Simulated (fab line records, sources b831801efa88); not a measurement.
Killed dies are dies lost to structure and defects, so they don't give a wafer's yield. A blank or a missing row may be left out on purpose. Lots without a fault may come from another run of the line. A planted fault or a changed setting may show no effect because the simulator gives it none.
Which tool did it? | flow sfq_line | 15 lots, 45 wafers sampled, at 3 steps of a route of 325

WHAT THE GAUGES READ, wafer by wafer
The record holds no reading of a measuring or inspecting step that can be judged against a usual standard deviation.

WHICH TOOL RAN EACH LOT (tool, then ch and the chambers of the sampled wafers, then the start)
lot  | SFQ_TRILAYER_JJ_CE_BARC_OPEN_RIE_150 | SFQ_TRILAYER_JJ_CE_ETCH_RIE_118   | SFQ_TRILAYER_M5_LITHO_EXPOSE_124
L822 | rie_metal-04 ch 0,1, day 51 08:09    | rie_metal-04 ch 0,1, day 51 08:14 | krf_scanner-02 ch 0, day 56 18:53
L825 | rie_metal-02 ch 0,1, day 52 03:36    | rie_metal-02 ch 0,1, day 52 03:41 | krf_scanner-02 ch 0, day 57 14:20
L826 | rie_metal-02 ch 0,1, day 52 07:35    | rie_metal-02 ch 0,1, day 52 07:41 | krf_scanner-02 ch 0, day 57 22:44
L827 | rie_metal-04 ch 0, day 52 20:02      | rie_metal-04 ch 0, day 52 20:08   | krf_scanner-01 ch 0, no start
L828 | rie_metal-04 ch 1, day 54 01:26      | rie_metal-04 ch 1, day 54 01:38   | krf_scanner-01 ch 0, day 59 00:15
L829 | rie_metal-04 ch 0, day 59 14:15      | rie_metal-04 ch 0, day 59 14:26   | krf_scanner-01 ch 0, day 59 18:43
L830 | rie_metal-01 ch 0,1, day 59 17:53    | rie_metal-01 ch 0,1, day 59 17:59 | krf_scanner-01, day 59 21:43
L831 | rie_metal-02 ch 0,1, day 59 20:15    | rie_metal-02 ch 0,1, day 59 20:20 | krf_scanner-01, day 60 00:43
L832 | rie_metal-02 ch 0,1, day 60 02:15    | rie_metal-02 ch 0,1, day 60 02:20 | krf_scanner-01, day 60 04:43
L837 | rie_metal-02 ch 0,1, day 66 06:30    | rie_metal-02 ch 0,1, day 66 06:36 | krf_scanner-01 ch 0, day 66 09:57
L838 | rie_metal-01 ch 0,1, day 66 20:58    | rie_metal-01 ch 0,1, day 66 21:04 | krf_scanner-01 ch 0, day 67 01:33
L840 | rie_metal-02 ch 0,1, day 67 20:59    | rie_metal-02 ch 0,1, day 67 21:05 | krf_scanner-01 ch 0, day 68 08:31
L842 | rie_metal-02 ch 0, day 69 04:20      | rie_metal-02 ch 0, day 69 04:31   | krf_scanner-01 ch 0, day 69 08:04
L844 | rie_metal-01 ch 0,1, day 70 01:15    | rie_metal-01 ch 0,1, day 70 01:20 | krf_scanner-01 ch 0, day 75 11:19
L845 | rie_metal-01 ch 0,1, day 70 03:28    | rie_metal-01 ch 0,1, day 70 03:33 | krf_scanner-01 ch 0, day 75 15:43
- SFQ_TRILAYER_JJ_CE_BARC_OPEN_RIE_150: chemistry O2, target BARC, target depth 240 nm, time 80 s.
- SFQ_TRILAYER_JJ_CE_ETCH_RIE_118: chemistry SF6, target Nb, stops on Al2O3, time 97.7 s, target depth 170 nm.
- SFQ_TRILAYER_M5_LITHO_EXPOSE_124: exposes mask M5, target cd 700 nm.

WHAT THE TOOLS THEMSELVES READ (means of the sampled wafers that have a number; where no wafer has one, the mark that the record gives instead)
SFQ_TRILAYER_JJ_CE_BARC_OPEN_RIE_150. Usual: bias_w 79.99 W, standard deviation 0.25; chamber_pressure_mTorr 9.999 mTorr, standard deviation 0.011; drypump_motor_current_A 5.9 A, standard deviation 0.33; oes_product_au 0.538 a.u., standard deviation 0.0047.
lot  | tool         | bias_w (W) | chamber_pressure_mTorr (mTorr) | drypump_motor_current_A (A) | oes_product_au (a.u.) | flag
L822 | rie_metal-04 | 80.03      | 10.000                         | 6.2                         | 0.540                 |
L825 | rie_metal-02 | 80.35      | 10.009                         | 5.8                         | 0.538                 |
L826 | rie_metal-02 | 80.05      | 10.011                         | 5.8                         | 0.538                 |
L827 | rie_metal-04 | 80.00      | 10.000                         | 5.7                         | 0.541                 |
L828 | rie_metal-04 | 79.73      | 10.003                         | 6.4                         | 0.538                 |
L829 | rie_metal-04 | 79.77      | 9.996                          | 5.7                         | 0.543                 |
L830 | rie_metal-01 | -          | -                              | -                           | -                     | OFF
L831 | rie_metal-02 | -          | -                              | -                           | -                     | OFF
L832 | rie_metal-02 | -          | -                              | -                           | -                     | OFF
L837 | rie_metal-02 | 79.88      | 9.998                          | 5.7                         | 0.538                 |
L838 | rie_metal-01 | 79.97      | 10.009                         | 5.7                         | 0.535                 |
L840 | rie_metal-02 | 80.04      | 9.995                          | 5.7                         | 0.538                 |
L842 | rie_metal-02 | 80.16      | 9.997                          | 5.5                         | 0.543                 |
L844 | rie_metal-01 | 79.95      | 9.997                          | 5.7                         | 0.539                 |
L845 | rie_metal-01 | 80.41      | 10.003                         | 5.8                         | 0.536                 |

SFQ_TRILAYER_JJ_CE_ETCH_RIE_118. Usual: bias_w 80.01 W, standard deviation 0.26; chamber_pressure_mTorr 10.000 mTorr, standard deviation 0.0095; drypump_motor_current_A 5.9 A, standard deviation 0.33; oes_product_au 0.985 a.u., standard deviation 0.0052.
lot  | tool         | bias_w (W) | chamber_pressure_mTorr (mTorr) | drypump_motor_current_A (A) | oes_product_au (a.u.) | flag
L822 | rie_metal-04 | 80.11      | 9.997                          | 6.2                         | 0.988                 |
L825 | rie_metal-02 | 79.88      | 9.997                          | 5.8                         | 0.986                 |
L826 | rie_metal-02 | 79.93      | 10.002                         | 5.8                         | 0.982                 |
L827 | rie_metal-04 | 80.07      | 10.004                         | 5.7                         | 0.984                 |
L828 | rie_metal-04 | 80.01      | 10.007                         | 6.4                         | 0.989                 |
L829 | rie_metal-04 | 80.02      | 9.997                          | 5.7                         | 0.984                 |
L830 | rie_metal-01 | 79.85      | 10.003                         | 5.7                         | 0.378                 | OFF
L831 | rie_metal-02 | 80.04      | 9.996                          | 5.7                         | 0.372                 | OFF
L832 | rie_metal-02 | 79.96      | 10.000                         | 5.6                         | 0.375                 | OFF
L837 | rie_metal-02 | 80.00      | 9.997                          | 5.7                         | 0.989                 |
L838 | rie_metal-01 | 80.19      | 9.994                          | 5.7                         | 0.984                 |
L840 | rie_metal-02 | 79.90      | 10.008                         | 5.7                         | 0.983                 |
L842 | rie_metal-02 | 79.74      | 10.003                         | 5.5                         | 0.985                 |
L844 | rie_metal-01 | 79.96      | 10.002                         | 5.7                         | 0.981                 |
L845 | rie_metal-01 | 80.18      | 10.002                         | 5.8                         | 0.989                 |

SFQ_TRILAYER_M5_LITHO_EXPOSE_124. Usual: exposure_dose_mJ_cm2 14.402, standard deviation 0.013; focus_offset_nm 0.0 nm, standard deviation 0.48.
lot  | tool           | exposure_dose_mJ_cm2 | focus_offset_nm (nm) | flag
L822 | krf_scanner-02 | 14.394               | 0.2                  |
L825 | krf_scanner-02 | 14.393               | 0.3                  |
L826 | krf_scanner-02 | 14.400               | -0.3                 |
L827 | krf_scanner-01 | 14.415               | 0.2                  |
L828 | krf_scanner-01 | 14.409               | -0.0                 |
L829 | krf_scanner-01 | 14.418               | 0.2                  |
L830 | krf_scanner-01 | -                    | -                    | OFF
L831 | krf_scanner-01 | -                    | -                    | OFF
L832 | krf_scanner-01 | -                    | -                    | OFF
L837 | krf_scanner-01 | 14.402               | 0.2                  |
L838 | krf_scanner-01 | 14.397               | -0.6                 |
L840 | krf_scanner-01 | 14.391               | 0.1                  |
L842 | krf_scanner-01 | 14.398               | 0.1                  |
L844 | krf_scanner-01 | 14.406               | -0.2                 |
L845 | krf_scanner-01 | 14.392               | 0.0                  |

THE ANSWER, worked out from the rows above alone
Rule: a lot is off if the mean of its wafers that have a number lies more than 3 standard deviations from the usual mean. A lot without any number at a reading at which 4 lots or more have one is off too. The other lots that the step has rows for count as sound. The gauges are gone through in route order, then the tools' own readings, and for those a lot's mean is taken as printed above. The first step at which some lot is off is used, and at that step the reading that is off furthest; a lot without a number counts as furthest.
Off: L830, L831, L832, at SFQ_TRILAYER_JJ_CE_BARC_OPEN_RIE_150 (bias_w). Without a number there: L830, L831, L832.
A tool fits if, at that step or a process step before it, it ran every lot that is off, and no sound lot after the first of them. None of those tried fits.

WHAT THE SIMULATOR HAD PUT IN
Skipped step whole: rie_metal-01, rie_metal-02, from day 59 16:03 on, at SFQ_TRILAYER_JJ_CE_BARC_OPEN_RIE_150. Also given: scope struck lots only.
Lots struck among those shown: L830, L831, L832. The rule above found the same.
